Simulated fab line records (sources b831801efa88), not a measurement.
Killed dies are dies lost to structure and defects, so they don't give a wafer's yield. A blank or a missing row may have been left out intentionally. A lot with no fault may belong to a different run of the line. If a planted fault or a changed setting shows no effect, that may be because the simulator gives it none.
Matching of chambers | flow sky130 | SKY_VIA3_ETCH_14 on rieDiel-03 has 4 sister chambers
The step etches BARC in N2/H2, stops on SiO2, time 45.9 s, target depth 60 nm. 8 wafers are shown with their chamber, then 12 later ones without.

## WAFERS PAIRED WITH THEIR CHAMBERS
wafer  | chamber | drypumpMotorCurrentA (A) | oesProductAu (a.u.)
L082.3 | 1       | 6.21                     | 0.854
L082.6 | 0       | 5.82                     | 0.849
L084.1 | 0       | 5.83                     | 0.856
L084.3 | 3       | 5.99                     | 0.855
L084.4 | 2       | 6.43                     | 0.850
L085.4 | 3       | 6.00                     | 0.846
L085.5 | 2       | 6.39                     | 0.851
L085.6 | 1       | 6.21                     | 0.857

## WAFERS MISSING THEIR CHAMBER
wafer  | drypumpMotorCurrentA (A) | oesProductAu (a.u.)
L086.1 | 5.86                     | 0.854
L086.3 | 6.39                     | 0.859
L086.6 | 6.04                     | 0.853
L093.1 | 5.85                     | 0.857
L093.2 | 5.98                     | 0.856
L093.3 | 6.39                     | 0.852
L095.1 | 6.18                     | 0.856
L095.2 | 6.37                     | 0.855
L095.4 | 6.02                     | 0.859
L094.2 | 6.03                     | 0.855
L094.4 | 6.17                     | 0.847
L094.6 | 6.18                     | 0.848

## WHICH CHAMBER EACH ONE RAN IN
wafer  | from the rows above | in truth
L086.1 | 0                   | 0
L086.3 | 2                   | 2
L086.6 | 3                   | 3
L093.1 | 0                   | 0
L093.2 | 3                   | 3
L093.3 | 2                   | 2
L095.1 | 1                   | 1
L095.2 | 2                   | 2
L095.4 | 3                   | 3
L094.2 | 3                   | 3
L094.4 | 1                   | 1
L094.6 | 1                   | 1
Placed correctly: 12 of 12. Not placeable from these rows: 0. Wrongly placed: 0.
How it was worked out, from the rows above alone: a wafer's distance from a chamber is the root of the sum, over the readings, of the square of ((its reading less the chamber's mean) divided by the reading's scatter). The wafer belongs to the nearest chamber; if the next one is less than 2 further off, it can't be placed. A chamber's mean is the mean of its shown wafers. The scatter: the root of (the sum of the squares of (reading less its chamber's mean) over the shown wafers, divided by (wafers less chambers)).
